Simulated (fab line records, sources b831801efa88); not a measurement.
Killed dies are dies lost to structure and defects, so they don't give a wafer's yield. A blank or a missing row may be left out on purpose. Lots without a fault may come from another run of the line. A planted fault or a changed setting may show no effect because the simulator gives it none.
fab line records | flow sky130 | part 2 of 2: steps 30 to 39 of 39
record lots=5 wafers=15 last_day=49
route steps=708 shown CAP2M@619 METAL4@621 VIA4@639
lots that met no fault: from a run of the same line without faults
start_h: hours from the record's first day to the start of the lot's first wafer shown | wait_h: hours since the lot's step before | " the same as in the row above | L1.1+2: a row that stands for several wafers | - no value, or no start given | * or withheld: withheld | < > ~ a bound
route shown NAME@n: a module of which the file shows steps, and the number in the route of the first | usual: mean/standard deviation of fault-free wafers | same: alike in all rows | chamber/n: place in a boat | sites: the reading at each site | _std_site: their standard deviation | _edge_site: outer sites' mean less inner sites' | radius_mm: how far each site lies from the wafer's centre | mask NAME#n: copy n | behind: the tool/chamber that last shaped the wafer | hold: why the lot was held/for how many hours/how that ended | device: the transistor (n, p or np) that didn't switch | end of line: the same wafers' tests at the end of the route | a step without rows: its recipe alone | killed: dies lost to structure and defects at the first sort, not the wafer's yield | map: a wafer's dies, x killed, . not, _ none there
set.NAME: the setting as run; set.NAME@STEP: as run at that earlier step | model.NAME: the simulator's own value behind a step, which no gauge read
lots at some steps of the route; a table a step, a row a wafer
services: from which hour (start_h, from the record's first day; less than 0 if before it) a tool's chamber was out of use, for how many hours, and why
## steps
# step SKY_VIA4_PEB_09
# recipe temp_c=withheld time_s=* resist=NOVOLAK
# columns lot.wafer tool chamber start_h wait_h
L075.4+5+6 litho_track-03 0 - -
L076.3+5+6 litho_track-01 0 - -
L085.2+3+4 litho_track-03 0 - -
L091.3+5+6 litho_track-01 0 - -
L093.1+4+5 litho_track-01 0 - -
# step SKY_VIA4_DEVELOP_10
# recipe resist=NOVOLAK developer=TMAH develop_time_s=60 dev_temp_c=23
# usual developer_temp_C=22.99/0.1
# columns lot.wafer tool chamber start_h wait_h developer_temp_C
L075.4 litho_track-03 0 1011.84 0.1 23.05
L075.5 " 0 " " 23.13
L075.6 " 0 " " 23.10
L076.3 litho_track-01 0 1018.79 0.1 23.08
L076.5 " 0 " " 23.03
L076.6 " 0 " " 23.01
L085.2 litho_track-03 0 1085.04 0.1 22.90
L085.3 " 0 " " 23.02
L085.4 " 0 " " 22.92
L091.3 litho_track-01 0 1113.19 0.1 22.98
L091.5 " 0 " " 22.83
L091.6 " 0 " " 22.96
L093.1 litho_track-01 0 1118.69 0.1 22.73
L093.4 " 0 " " 22.93
L093.5 " 0 " " 22.86
# step SKY_VIA4_OVL_MEAS_11
# usual VIA4_OVL=0.3/1.6
# columns lot.wafer tool chamber start_h wait_h VIA4_OVL[nm]
L075.4 overlay-01 - 1011.93 0.1 1.9
L075.5 " - " " 3.1
L075.6 " - " " 1.9
L076.3 overlay-01 - 1018.90 0.1 0.4
L076.5 " - " " 0.0
L076.6 " - " " 0.6
L085.2 overlay-01 - 1085.17 0.1 0.1
L085.3 " - " " 2.7
L085.4 " - " " 0.6
L091.3 overlay-02 - 1113.30 0.1 -1.1
L091.5 " - " " -3.0
L091.6 " - " " 1.3
L093.1 overlay-02 - 1118.84 0.1 -1.4
L093.4 " - " " -2.5
L093.5 " - " " -1.5
# step SKY_VIA4_ETCH_12
# recipe target=SiO2 chemistry=C4F8/O2/Ar stop_on=TiN mask_material=NOVOLAK source_w=1500 bias_w=1200 pressure_mtorr=40 c4f8_flow_sccm=withheld O2_flow_sccm=6 Ar_flow_sccm=300 time_s=withheld target_depth_a=5800
# usual oes_product_au=0.926/0.0046
# columns lot.wafer tool chamber start_h wait_h oes_product_au
L075.4 rie_diel-03 3 1011.98 0.0 0.928
L075.5 " 2 " " 0.926
L075.6 " 1 " " 0.930
L076.3 rie_diel-02 0 1018.92 0.0 0.925
L076.5 " 1 " " 0.933
L076.6 " 2 " " 0.914
L085.2 rie_diel-04 3 1085.20 0.0 0.925
L085.3 " 0 " " 0.925
L085.4 " 2 " " 0.924
L091.3 rie_diel-04 0 1113.32 0.0 0.928
L091.5 " 3 " " 0.925
L091.6 " 0 " " 0.925
L093.1 rie_diel-04 0 1118.87 0.0 0.918
L093.4 " 2 " " 0.928
L093.5 " 3 " " 0.921
# step SKY_VIA4_STRIP_13
# recipe chemistry=O2/N2 power_w=1400 pressure_mtorr=1500 platen_temp_c=withheld o2_flow_sccm=3000 n2_flow_sccm=300 overash_fraction=0.5
# usual drypump_motor_current_A=5.6/0.35 oes_product_au=0.709/0.0044 strip_time_to_endpoint_s=12.80/0.034
# columns lot.wafer tool chamber start_h wait_h drypump_motor_current_A oes_product_au rf_hours_counter_h strip_time_to_endpoint_s
L075.4 plasma_asher-04 0 1012.05 - 5.8 0.709 - 12.80
L075.5 " 1 " " 5.3 0.703 - 12.82
L075.6 " 0 " " 5.8 0.704 - 12.87
L076.3 plasma_asher-03 1 1019.03 - 5.9 0.714 - 12.81
L076.5 " 1 " " 5.8 0.718 - 12.78
L076.6 " 0 " " 5.0 0.711 - 12.77
L085.2 plasma_asher-04 1 1085.27 - 5.4 0.707 94 12.80
L085.3 " 1 " " 5.3 0.709 - 12.72
L085.4 " 0 " " 5.8 0.707 - 12.77
L091.3 plasma_asher-01 1 1113.43 - 6.1 0.709 - 12.79
L091.5 " 0 " " 5.7 0.707 - 12.80
L091.6 " 1 " " 6.1 0.711 - 12.76
L093.1 plasma_asher-04 1 1118.95 - 5.4 0.712 98 12.77
L093.4 " 0 " " 5.8 0.703 - 12.86
L093.5 " 1 " " 5.3 0.716 - 12.79
# step SKY_VIA4_STRIP_14
# recipe chemistry=post_etch_residue_remover time_s=1200 temp_c=72.5
# usual bath_heat_duty_pct=14.5/1.5
# columns lot.wafer tool chamber start_h wait_h bath_heat_duty_pct
L075.4 wet_bench-04 2 1012.12 0.0 13.6
L075.5 " 2 " " 14.3
L075.6 " 2 " " 14.6
L076.3 wet_bench-04 0 1019.10 0.0 17.0
L076.5 " 0 " " 17.2
L076.6 " 0 " " 16.1
L085.2 wet_bench-01 2 1085.37 0.1 15.2
L085.3 " 2 " " 15.7
L085.4 " 2 " " 15.6
L091.3 wet_bench-02 0 1113.50 0.0 12.9
L091.5 " 0 " " 11.9
L091.6 " 0 " " 11.9
L093.1 wet_bench-04 0 1119.18 0.2 16.5
L093.4 " 0 " " 16.4
L093.5 " 0 " " 16.9
# step SKY_VIA4_CLEAN_15
# recipe chemistry=IPA time_s=180 temp_c=25
# usual bath_heat_duty_pct=6.4/0.84
# columns lot.wafer tool chamber start_h wait_h bath_heat_duty_pct
L075.4 wet_bench-02 0 1012.46 0.0 4.9
L075.5 " 0 " " 5.5
L075.6 " 0 " " 5.1
L076.3 wet_bench-01 2 1019.44 0.0 5.4
L076.5 " 2 " " 6.6
L076.6 " 2 " " 7.6
L085.2 wet_bench-04 1 1085.71 0.0 6.4
L085.3 " 1 " " 6.8
L085.4 " 1 " " 6.4
L091.3 wet_bench-02 3 1114.24 0.0 7.1
L091.5 " 3 " " 6.2
L091.6 " 3 " " 7.1
L093.1 wet_bench-01 2 1119.52 0.0 7.0
L093.4 " 2 " " 6.3
L093.5 " 2 " " 6.4
# step SKY_VIA4_CLEAN_16
# recipe chemistry=O3/DIW dry=n2_spin
# columns lot.wafer tool chamber start_h wait_h
L075.4+5+6 wet_bench-04 2 1012.52 0.0
L076.3+5+6 wet_bench-02 0 1019.50 0.0
L085.2+3+4 wet_bench-01 2 1085.77 0.0
L091.3+5+6 wet_bench-02 2 1114.37 0.0
L093.1+4+5 wet_bench-04 1 1119.58 0.0
# step SKY_VIA4_SPUTTER_17
# recipe material=TiN target_thk_nm=20 chamber_pressure_pa=5 power_w=4000 time_s=80
# usual chamber_pressure_pa=4.999/0.01 throttle_valve_pct=29.9/1.3
# columns lot.wafer tool chamber start_h wait_h chamber_pressure_pa throttle_valve_pct
L075.4 pvd_sputter-03 - 1012.61 0.0 5.003 28.3
L075.5 " - " " 5.001 29.6
L075.6 " - " " 5.009 30.9
L076.3 pvd_sputter-01 - 1019.59 0.0 5.007 29.9
L076.5 " - " " 5.011 30.2
L076.6 " - " " 4.996 28.6
L085.2 pvd_sputter-04 - 1085.86 0.0 4.987 31.8
L085.3 " - " " 5.004 28.7
L085.4 " - " " 5.012 28.6
L091.3 pvd_sputter-01 - 1114.57 0.0 4.998 30.6
L091.5 " - " " 5.004 31.4
L091.6 " - " " 5.004 29.8
L093.1 pvd_sputter-01 - 1119.68 0.0 4.992 30.5
L093.4 " - " " 5.007 28.6
L093.5 " - " " 4.992 28.6
# step SKY_VIA4_CVD_18
# recipe material=W target_thk_nm=505 time_s=152.14 temp_c=400 pressure_torr=40
# usual chamber_pressure_Torr=40.01/0.089 heater_power_w=839/37
# columns lot.wafer tool chamber start_h wait_h chamber_pressure_Torr heater_power_w
L075.4 cvd_w-02 0 1012.72 0.1 40.09 806
L075.5 " 0 " " 40.12 785
L075.6 " 1 " " 39.86 825
L076.3 cvd_w-02 0 1019.70 0.1 40.08 800
L076.5 " 1 " " 39.97 834
L076.6 " 0 " " 40.18 797
L085.2 cvd_w-01 1 1085.92 0.0 40.02 909
L085.3 " 0 " " 39.96 795
L085.4 " 1 " " 40.03 892
L091.3 cvd_w-02 0 1114.68 0.1 40.07 797
L091.5 " 0 " " 39.86 796
L091.6 " 1 " " 40.07 835
L093.1 cvd_w-01 0 1119.74 0.0 40.14 833
L093.4 " 0 " " 40.02 826
L093.5 " 0 " " 40.11 828
## services
# columns tool chamber start_h hours kind
wet_bench-04 - 942.65 1.6 repair
rie_diel-02 1 945.24 4.0 repair
krf_scanner-02 - 946.65 1.0 pm
rie_diel-04 - 949.80 2.8 pm
rie_diel-03 0 961.50 7.7 repair
rie_diel-02 2 961.55 20.1 repair
wet_bench-02 - 961.59 1.1 repair
cmp-02 - 970.11 0.4 repair
iline_stepper-02 - 972.69 4.5 repair
cvd_w-02 1 990.66 7.4 repair
krf_scanner-02 - 993.09 0.8 pm
hdpcvd-02 - 999.11 14.6 pm
cmp-02 - 1002.70 7.7 pm
rie_diel-02 2 1022.77 1.9 repair
wet_bench-04 - 1024.77 5.1 repair
plasma_asher-03 - 1029.53 2.1 repair
wet_bench-04 - 1039.30 1.9 pm
krf_scanner-02 - 1045.48 1.3 pm
krf_scanner-02 - 1052.45 0.3 repair
krf_scanner-02 - 1055.17 0.9 repair
plasma_asher-03 - 1055.25 9.0 pm
rie_metal-02 - 1079.93 2.8 pm
rie_diel-02 1 1088.39 2.7 repair
krf_scanner-02 - 1115.65 1.0 pm
